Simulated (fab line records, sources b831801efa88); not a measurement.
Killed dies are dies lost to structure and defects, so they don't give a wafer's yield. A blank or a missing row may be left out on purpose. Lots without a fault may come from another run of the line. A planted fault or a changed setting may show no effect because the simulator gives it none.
Problem report in the 8D (eight disciplines) form, filled by code | flow gf180mcu | the parts of the form that need people (team, actions taken, sign-off) are left out

1. THE PROBLEM
time_to_endpoint_s at GF_V2_CMP_04 reads a mean of 104 s on 2 wafers of 1 lot; wafers without a fault read 83 s with a standard deviation of 5. That is +4.2 standard deviations from the usual mean.
The step: polishes SiO2.
First seen on wafer L271.2, day 23 22:04, on cmp-01. The record holds 35 wafers of 12 lots with a number at this step. Rule for "out", or "out of limits": more than 4 standard deviations from the usual mean. The other wafers with a number count as sound.

2. WHAT IT IS AND WHAT IT IS NOT
question                    | is                     | is not
which readings at this step | time_to_endpoint_s     | motor_current_A
which lots                  | L271                   | L261, L262, L264, L265, L266, L276, L277, L278, L279, L281, L282
which wafers of those lots  | all that have a number | -
read on which tools         | cmp-01                 | cmp-02
when                        | from day 23 22:04      | up to then (15 sound wafers); but 18 sound wafers of L276, L277, L278, L279, L281, L282 came after

3. SUSPECTS, AND WHAT RULES EACH OUT
Counting: a tool at a process step up to the reading stays a suspect if it ran every lot that is out and no sound lot after the first of them.
- cmp-01 at GF_V2_CMP_04 (polishes SiO2): ruled out as a lasting fault. Sound lots L278, L281 ran on it after its first lot that is out, L271 (day 23 22:04).
Left after counting: nothing in the record.

4. THE CAUSE (what the simulator had put in)
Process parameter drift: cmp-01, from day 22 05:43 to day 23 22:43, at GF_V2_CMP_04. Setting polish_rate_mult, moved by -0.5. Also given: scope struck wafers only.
Counting ruled it out, wrongly.

5. THE CHAIN OF EFFECTS, in route order
Each row: a reading whose mean over the struck wafers that have a number lies more than 3 standard deviations from the usual. Only readings for which the record gives a usual standard deviation are gone through. hours: the time from each lot's start at the first step in this table that gives one to its start at this step, as a median over the lots. sigmas: the change in usual standard deviations.
hours | step          | reading            | usual      | on struck wafers | change | sigmas
0     | GF_V2_CMP_04  | time_to_endpoint_s | 83 s       | 104              | +21    | +4.2
-     | GF_V2_ETCH_17 | oes_product_au     | 0.856 a.u. | 0.907            | +0.051 | +11
The process steps in it:
- GF_V2_CMP_04: polishes SiO2.
- GF_V2_ETCH_17: etches SiO2 in C4F8/O2/Ar, stops on TiN, target depth 630 nm.
Later measuring or inspecting steps at which every struck wafer that the step has a row for has a number for every such reading, and none has moved that far: GF_V2_BOW_MEAS_05, GF_V2_OVL_MEAS_15.

6. WHAT WOULD HAVE CAUGHT IT SOONER
In this record the first reading out of limits was taken at day 23 22:04, 40 hours after the fault began at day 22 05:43.
